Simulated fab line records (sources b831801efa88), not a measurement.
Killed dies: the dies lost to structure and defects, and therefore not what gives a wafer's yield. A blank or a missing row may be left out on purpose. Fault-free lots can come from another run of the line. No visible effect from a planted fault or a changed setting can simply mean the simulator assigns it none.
Which tool is to blame? || flow gf180mcu || 7 lots, 21 wafers sampled, at 2 steps of a route of 602

== WHAT EACH GAUGE READ, for each wafer ==
GF_HV_LDD_CD_MEAS_07: the cd target is 400 nm.
{"lot": "L781", "measured": "day 10 15:38", "on": "cd sem-01", "cd nm (nm)": "398.5 399.4 401.2"}
{"lot": "L786", "measured": "day 12 05:58", "on": "cd sem-02", "cd nm (nm)": "401.5 402.2 400.8"}
{"lot": "L789", "measured": "day 13 04:30", "on": "cd sem-01", "cd nm (nm)": "398.5 399.6 399.5"}
{"lot": "L792", "measured": "day 13 21:52", "on": "cd sem-02", "cd nm (nm)": "403.0 399.3 399.9"}
{"lot": "L796", "measured": "day 15 06:56", "on": "cd sem-01", "cd nm (nm)": "400.4 398.2 399.9"}
{"lot": "L798", "measured": "day 15 21:46", "on": "cd sem-02", "cd nm (nm)": "396.5 396.9 398.5"}
{"lot": "L802", "measured": "day 17 02:08", "on": "cd sem-02", "cd nm (nm)": "398.0 398.9 399.0"}

== TOOL THAT RAN EACH LOT (tool first, then ch and the chambers of the sampled wafers, then the start) ==
{"lot": "L781", "GF_POLY_GATE_ETCH_13": "rie si-01 ch 0,1, day 9 19:34"}
{"lot": "L786", "GF_POLY_GATE_ETCH_13": "rie si-01 ch 0,1,2, day 11 09:29"}
{"lot": "L789", "GF_POLY_GATE_ETCH_13": "rie si-02 ch 1,2, day 12 05:21"}
{"lot": "L792", "GF_POLY_GATE_ETCH_13": "rie si-02 ch 1,2, day 13 00:06"}
{"lot": "L796", "GF_POLY_GATE_ETCH_13": "rie si-02 ch 0,3, day 14 07:44"}
{"lot": "L798", "GF_POLY_GATE_ETCH_13": "rie si-01 ch 0,3, day 14 21:18"}
{"lot": "L802", "GF_POLY_GATE_ETCH_13": "rie si-01 ch 0,1, day 16 02:29"}
- GF_POLY_GATE_ETCH_13: etches poly-Si in HBr/Cl2, stops on SiO2, target depth 198.5 nm, time 69.6 s.

== THE ANSWER, worked out from the rows above alone ==
Rule: usual is defined by the lots themselves. Put in order of their means at a reading, lots are off if they are a third of the lots or fewer, leave a main group of 4 or more, and stand apart from it by a gap of 3 or more times the standard deviation of the main group's means; of several such gaps the widest counts. If all means in a main group match to the digits the tables above print for the reading, that group is not used. Also off: a lot with no number at a reading for which 4 or more lots have one. Where the step has rows for the other lots, those lots are counted as sound.
Nothing can be told from this: no lot is off at any reading shown.

== WHAT HAD BEEN PUT IN BY THE SIMULATOR ==
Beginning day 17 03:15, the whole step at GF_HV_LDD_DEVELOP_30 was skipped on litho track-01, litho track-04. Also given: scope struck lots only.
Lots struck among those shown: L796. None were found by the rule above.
